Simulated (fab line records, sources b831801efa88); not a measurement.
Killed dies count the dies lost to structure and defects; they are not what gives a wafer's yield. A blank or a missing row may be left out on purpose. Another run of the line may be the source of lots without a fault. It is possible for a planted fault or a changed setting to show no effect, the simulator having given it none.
fab line records	flow sky130
record lots=12	wafers=36	lastDay=51
route steps=708 shown NWELL@64 VT_ADJUST_LVTN@106 SONOS_ONO@169 POLY_GATE@235
lots untouched by any fault: they come from a run of this same line in which no faults occurred
startH: start of the lot's first displayed wafer, in hours after the record's first day	waitH: hours elapsed since this lot's preceding step	" as in the row above	L1.1+2: a row that stands for several wafers	- no value, or no start was given	* or withheld: withheld	< > ~ a bound
route shown NAME@n: a module of which the file shows steps, and the number in the route of the first	usual: mean/standard deviation taken from wafers without a fault	same: alike in all rows	chamber/n: place in a boat	sites: each site's reading	_std_site: standard deviation of those values	_edge_site: outer sites' mean less inner sites'	radiusMm: for every site, how far away it sits from the centre of the wafer	mask NAME#n: copy n	behind: the tool/chamber that last shaped the wafer	hold: the reason the lot was held/the length of the hold in hours/how it ended	device: the transistor (n, p or np) that didn't switch	end of line: the route-end tests of the same wafers	a step without rows: its recipe alone	killed: at the first sort, the dies lost to defects and structure; wafer yield is something else	map: shows each die of a wafer: x if killed, . if not, _ if none is there
set.NAME: the setting the step ran with; set.NAME@STEP: the setting that earlier step ran with	model.NAME: the simulator's own value behind a step, which no gauge read
one table for each step of the route and one row for each wafer, over a sample of lots
services: when a tool's chamber went out of use (startH, in hours from the record's first day, below 0 if earlier), for how many hours, and the reason
## steps
# step SKY_NWELL_IMPLANT_11
# recipe species=P	energyKev=400	doseCm2=1.9e+13	tiltDeg=withheld
# usual beamEnergyKeV=400.02/0.14	beamOnS=9.98/0.19
lot.wafer	tool	chamber	startH	waitH	beamEnergyKeV	beamOnS
L894.2	implanter-02	0	101.96	0.0	399.85	10.06
L894.4	"	0	"	"	399.89	9.92
L894.5	"	0	"	"	399.80	10.29
L895.1	implanter-01	0	109.59	0.0	399.95	9.88
L895.2	"	0	"	"	400.21	9.83
L895.5	"	0	"	"	399.94	10.11
L897.1	implanter-01	0	117.68	0.0	400.23	9.87
L897.2	"	0	"	"	400.23	10.19
L897.5	"	0	"	"	400.12	9.78
L898.1	implanter-02	0	122.40	0.0	399.93	9.83
L898.2	"	0	"	"	399.94	9.98
L898.3	"	0	"	"	399.82	10.02
L901.1	implanter-01	0	138.94	0.0	400.09	9.76
L901.4	"	0	"	"	400.07	9.95
L901.6	"	0	"	"	400.15	9.62
L902.1	implanter-02	0	145.75	0.0	307.64	9.78
L902.3	"	0	"	"	307.72	10.37
L902.4	"	0	"	"	307.71	10.33
L904.2	implanter-02	0	153.90	0.0	307.75	10.09
L904.4	"	0	"	"	307.88	10.05
L904.5	"	0	"	"	307.69	9.60
L906.1	implanter-02	0	166.38	0.0	307.92	10.04
L906.5	"	0	"	"	307.87	10.24
L906.6	"	0	"	"	307.97	9.98
L907.1	implanter-01	0	172.45	0.0	400.05	10.16
L907.5	"	0	"	"	400.17	10.08
L907.6	"	0	"	"	399.98	10.09
L910.3	implanter-01	0	192.85	0.1	399.91	9.96
L910.5	"	0	"	"	400.05	9.99
L910.6	"	0	"	"	400.00	10.07
L912.1	implanter-01	0	206.35	0.0	400.11	10.06
L912.2	"	0	"	"	399.88	9.84
L912.6	"	0	"	"	400.00	10.16
L915.1	implanter-02	0	229.80	0.0	399.97	9.61
L915.5	"	0	"	"	399.83	10.03
L915.6	"	0	"	"	399.99	9.84
# step SKY_NWELL_TW_MEAS_15
# usual NWELL_TW=1821/7.9
lot.wafer	tool	chamber	startH	waitH	NWELL_TW
L894.2	filmMetro-02	-	102.49	0.1	1807
L894.4	"	-	"	"	1810
L894.5	"	-	"	"	1798
L895.1	filmMetro-03	-	110.14	0.1	1832
L895.2	"	-	"	"	1820
L895.5	"	-	"	"	1837
L897.1	filmMetro-03	-	118.23	0.1	1827
L897.2	"	-	"	"	1832
L897.5	"	-	"	"	1825
L898.1	filmMetro-02	-	122.95	0.1	1812
L898.2	"	-	"	"	1821
L898.3	"	-	"	"	1821
L901.1	filmMetro-03	-	139.49	0.1	1820
L901.4	"	-	"	"	1809
L901.6	"	-	"	"	1821
L902.1	filmMetro-01	-	146.30	0.1	1761
L902.3	"	-	"	"	1766
L902.4	"	-	"	"	1751
L904.2	filmMetro-02	-	154.44	0.1	1771
L904.4	"	-	"	"	1771
L904.5	"	-	"	"	1768
L906.1	filmMetro-03	-	166.93	0.1	1768
L906.5	"	-	"	"	1761
L906.6	"	-	"	"	1772
L907.1	filmMetro-01	-	173.00	0.1	1836
L907.5	"	-	"	"	1829
L907.6	"	-	"	"	1821
L910.3	filmMetro-02	-	193.37	0.1	1840
L910.5	"	-	"	"	1818
L910.6	"	-	"	"	1827
L912.1	filmMetro-03	-	206.90	0.1	1829
L912.2	"	-	"	"	1821
L912.6	"	-	"	"	1829
L915.1	filmMetro-01	-	230.35	0.1	1820
L915.5	"	-	"	"	1828
L915.6	"	-	"	"	1825
# step SKY_NWELL_RS_MEAS_29
# recipe thkMeasGauge=four-point-probe
# usual NWELL_RS=624.8/1.5
lot.wafer	tool	chamber	startH	waitH	NWELL_RS[ohm/sq]
L894.2	filmMetro-02	-	121.08	0.1	623.2
L894.4	"	-	"	"	623.9
L894.5	"	-	"	"	623.2
L895.1	filmMetro-02	-	128.51	0.1	622.8
L895.2	"	-	"	"	624.2
L895.5	"	-	"	"	622.0
L897.1	filmMetro-02	-	136.31	0.1	622.4
L897.2	"	-	"	"	622.6
L897.5	"	-	"	"	622.9
L898.1	filmMetro-02	-	141.61	0.1	624.5
L898.2	"	-	"	"	625.8
L898.3	"	-	"	"	624.5
L901.1	filmMetro-01	-	159.35	0.1	623.0
L901.4	"	-	"	"	624.6
L901.6	"	-	"	"	625.7
L902.1	filmMetro-02	-	166.51	0.1	669.5
L902.3	"	-	"	"	668.3
L902.4	"	-	"	"	668.5
L904.2	filmMetro-01	-	174.48	0.1	667.6
L904.4	"	-	"	"	666.0
L904.5	"	-	"	"	666.9
L906.1	filmMetro-01	-	188.30	0.1	666.6
L906.5	"	-	"	"	666.1
L906.6	"	-	"	"	666.9
L907.1	filmMetro-03	-	195.09	0.1	626.3
L907.5	"	-	"	"	624.5
L907.6	"	-	"	"	624.2
L910.3	filmMetro-02	-	215.44	0.1	623.3
L910.5	"	-	"	"	624.9
L910.6	"	-	"	"	625.1
L912.1	filmMetro-03	-	228.03	0.1	625.0
L912.2	"	-	"	"	628.1
L912.6	"	-	"	"	627.1
L915.1	filmMetro-03	-	253.44	0.1	624.2
L915.5	"	-	"	"	621.6
L915.6	"	-	"	"	622.7
# step SKY_VT_ADJUST_LVTN_STRIP_09
# recipe chemistry=O2/N2	powerW=1400	pressureMtorr=1500	platenTempC=withheld	o2FlowSccm=3000	n2FlowSccm=300	overashFraction=0.5
# usual drypumpMotorCurrentA=6.1/0.4	oesProductAu=0.722/0.0043	stripTimeToEndpointS=36.95/0.11
lot.wafer	tool	chamber	startH	waitH	drypumpMotorCurrentA	oesProductAu	rfHoursCounterH	stripTimeToEndpointS
L894.2	plasmaAsher-03	0	158.83	0.1	5.8	0.725	45	37.09
L894.4	"	0	"	"	5.8	0.720	-	37.03
L894.5	"	0	"	"	5.8	0.726	-	36.95
L895.1	plasmaAsher-03	0	167.78	0.1	5.8	0.724	46	36.93
L895.2	"	1	"	"	6.5	0.721	46	37.02
L895.5	"	1	"	"	6.5	0.725	-	36.94
L897.1	plasmaAsher-02	1	175.99	0.1	5.2	0.716	6	36.92
L897.2	"	0	"	"	6.4	0.726	6	36.87
L897.5	"	1	"	"	5.2	0.725	-	36.97
L898.1	plasmaAsher-03	0	181.94	0.1	5.8	0.721	48	37.15
L898.2	"	1	"	"	6.5	0.732	48	37.12
L898.3	"	1	"	"	6.5	0.720	-	37.05
L901.1	plasmaAsher-04	0	203.00	0.1	6.0	0.716	51	36.95
L901.4	"	1	"	"	6.2	0.723	-	37.02
L901.6	"	0	"	"	6.1	0.717	-	36.96
L902.1	plasmaAsher-04	1	210.43	0.1	6.2	0.715	52	36.95
L902.3	"	1	"	"	6.2	0.734	-	36.96
L902.4	"	0	"	"	6.1	0.721	-	36.95
L904.2	plasmaAsher-03	0	217.99	0.1	5.8	0.723	51	36.98
L904.4	"	0	"	"	5.8	0.728	-	37.02
L904.5	"	0	"	"	5.8	0.723	-	36.99
L906.1	plasmaAsher-03	1	233.03	0.1	6.5	0.716	53	36.93
L906.5	"	0	"	"	5.8	0.720	-	36.72
L906.6	"	1	"	"	6.5	0.720	-	36.90
L907.1	plasmaAsher-04	0	238.69	0.1	6.1	0.723	55	36.88
L907.5	"	0	"	"	6.1	0.720	-	37.00
L907.6	"	1	"	"	6.3	0.725	-	36.93
L910.3	plasmaAsher-03	0	261.48	0.1	5.8	0.721	-	36.86
L910.5	"	1	"	"	6.5	0.718	-	36.76
L910.6	"	0	"	"	5.8	0.731	-	36.82
L912.1	plasmaAsher-03	1	275.99	0.1	6.5	0.720	57	37.02
L912.2	"	0	"	"	5.8	0.726	57	36.99
L912.6	"	0	"	"	5.8	0.725	-	37.01
L915.1	plasmaAsher-03	0	304.18	0.1	5.8	0.717	60	36.87
L915.5	"	0	"	"	5.8	0.722	-	36.84
L915.6	"	1	"	"	6.5	0.718	-	36.82
# step SKY_SONOS_ONO_THK_MEAS_01
# recipe reads=SiO2_of_SONOS_ONO_OXIDATION_00
# usual SONOS_ONO_OXIDATION_THK=2.60/0.066
lot.wafer	tool	chamber	startH	waitH	SONOS_ONO_OXIDATION_THK[nm]
L894.2	filmMetro-04	-	271.06	0.0	2.52
L894.4	"	-	"	"	2.46
L894.5	"	-	"	"	2.60
L895.1	filmMetro-02	-	284.48	0.0	2.59
L895.2	"	-	"	"	2.60
L895.5	"	-	"	"	2.62
L897.1	filmMetro-04	-	295.98	0.0	2.54
L897.2	"	-	"	"	2.54
L897.5	"	-	"	"	2.49
L898.1	filmMetro-02	-	301.40	0.0	2.59
L898.2	"	-	"	"	2.56
L898.3	"	-	"	"	2.54
L901.1	filmMetro-04	-	325.83	0.0	2.64
L901.4	"	-	"	"	2.66
L901.6	"	-	"	"	2.64
L902.1	filmMetro-02	-	335.45	0.0	2.61
L902.3	"	-	"	"	2.61
L902.4	"	-	"	"	2.62
L904.2	filmMetro-04	-	345.11	0.0	2.53
L904.4	"	-	"	"	2.58
L904.5	"	-	"	"	2.58
L906.1	filmMetro-01	-	364.23	0.0	2.68
L906.5	"	-	"	"	2.68
L906.6	"	-	"	"	2.76
L907.1	filmMetro-02	-	372.94	0.0	2.70
L907.5	"	-	"	"	2.71
L907.6	"	-	"	"	2.71
L910.3	filmMetro-02	-	398.00	0.0	2.63
L910.5	"	-	"	"	2.65
L910.6	"	-	"	"	2.62
L912.1	filmMetro-01	-	414.97	0.0	2.59
L912.2	"	-	"	"	2.58
L912.6	"	-	"	"	2.62
L915.1	filmMetro-01	-	450.79	0.0	2.60
L915.5	"	-	"	"	2.57
L915.6	"	-	"	"	2.50
# step SKY_POLY_GATE_THK_MEAS_21
# recipe reads=SiO2_of_POLY_GATE_OXIDATION_20
# usual POLY_GATE_OXIDATION_THK=3.99/0.086
lot.wafer	tool	chamber	startH	waitH	POLY_GATE_OXIDATION_THK[nm]
L894.2	filmMetro-04	-	393.41	0.0	4.22
L894.4	"	-	"	"	4.12
L894.5	"	-	"	"	4.13
L895.1	filmMetro-03	-	407.86	0.1	3.86
L895.2	"	-	"	"	3.92
L895.5	"	-	"	"	3.87
L897.1	filmMetro-03	-	428.49	0.0	4.09
L897.2	"	-	"	"	4.01
L897.5	"	-	"	"	4.08
L898.1	filmMetro-01	-	428.73	0.0	4.03
L898.2	"	-	"	"	4.10
L898.3	"	-	"	"	4.04
L901.1	filmMetro-03	-	456.10	0.0	4.05
L901.4	"	-	"	"	4.07
L901.6	"	-	"	"	3.99
L902.1	filmMetro-03	-	471.54	0.0	3.86
L902.3	"	-	"	"	3.91
L902.4	"	-	"	"	3.91
L904.2	filmMetro-04	-	476.41	0.0	3.99
L904.4	"	-	"	"	3.92
L904.5	"	-	"	"	3.96
L906.1	filmMetro-03	-	497.60	0.0	3.91
L906.5	"	-	"	"	3.95
L906.6	"	-	"	"	3.99
L907.1	filmMetro-01	-	507.49	0.0	3.92
L907.5	"	-	"	"	4.04
L907.6	"	-	"	"	3.97
L910.3	filmMetro-03	-	533.97	0.0	3.90
L910.5	"	-	"	"	4.00
L910.6	"	-	"	"	3.99
L912.1	filmMetro-03	-	550.95	0.0	3.91
L912.2	"	-	"	"	3.98
L912.6	"	-	"	"	3.93
L915.1	filmMetro-04	-	585.20	0.0	3.92
L915.5	"	-	"	"	3.86
L915.6	"	-	"	"	3.90
## services
tool	chamber	startH	hours	kind
implanter-02	-	81.81	1.2	repair
plasmaAsher-02	-	108.81	9.0	pm
plasmaAsher-02	0	108.81	9.0	ventCycle
plasmaAsher-02	1	108.81	9.0	ventCycle
plasmaAsher-03	-	115.15	15.6	pm
plasmaAsher-02	-	117.81	2.8	pm
plasmaAsher-02	0	117.81	-	clean
plasmaAsher-02	1	117.81	-	clean
implanter-01	-	178.25	2.7	pm
implanter-02	-	202.68	5.5	repair
implanter-02	-	212.25	2.0	pm
plasmaAsher-02	-	215.06	0.9	repair
plasmaAsher-03	-	236.66	2.8	pm
implanter-01	-	238.73	17.3	pm
implanter-02	-	241.13	4.7	repair
implanter-01	-	267.17	5.0	repair
## key
firstSign step=SKY_NWELL_IMPLANT_11	reading=beamEnergyKeV	direction=down	sigmas=99+	usual=*	struck=*
effect step=SKY_NWELL_TW_MEAS_15	reading=NWELL_TW	direction=down	sigmas=7	usual=1821	struck=1765
effect step=SKY_NWELL_RS_MEAS_29	reading=NWELL_RS	direction=up	sigmas=28	usual=624.8	struck=667.4
metAt SKY_NWELL_IMPLANT_11
struckLots L902,L904,L906
testerLeftOut L902,L904,L906
loopTrim step=SKY_POLY_GATE_EXPOSE_10	setting=dose	lots=L906
notActingAt SKY_VT_ADJUST_LVTN_STRIP_09,SKY_SONOS_ONO_THK_MEAS_01,SKY_POLY_GATE_THK_MEAS_21
onsetBetween 122.40 145.75
fault kind=processParameterDrift	tool=implanter-02	chamber=-	onsetH=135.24	steps=SKY_NWELL_IMPLANT_11	channel=energyKev	offset=*	shape=step	endH=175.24	actsIn=*	stated=*
# testerLeftOut: of these lots the tester's yield and bins aren't shown, on N5 and GAA mostly nor the transistor test; their killed dies are dies lost to structure and defects alone, not to doping, threshold or leakage, so they don't give the yield
# loopTrim: a control loop set the setting to another value than it would have without faults
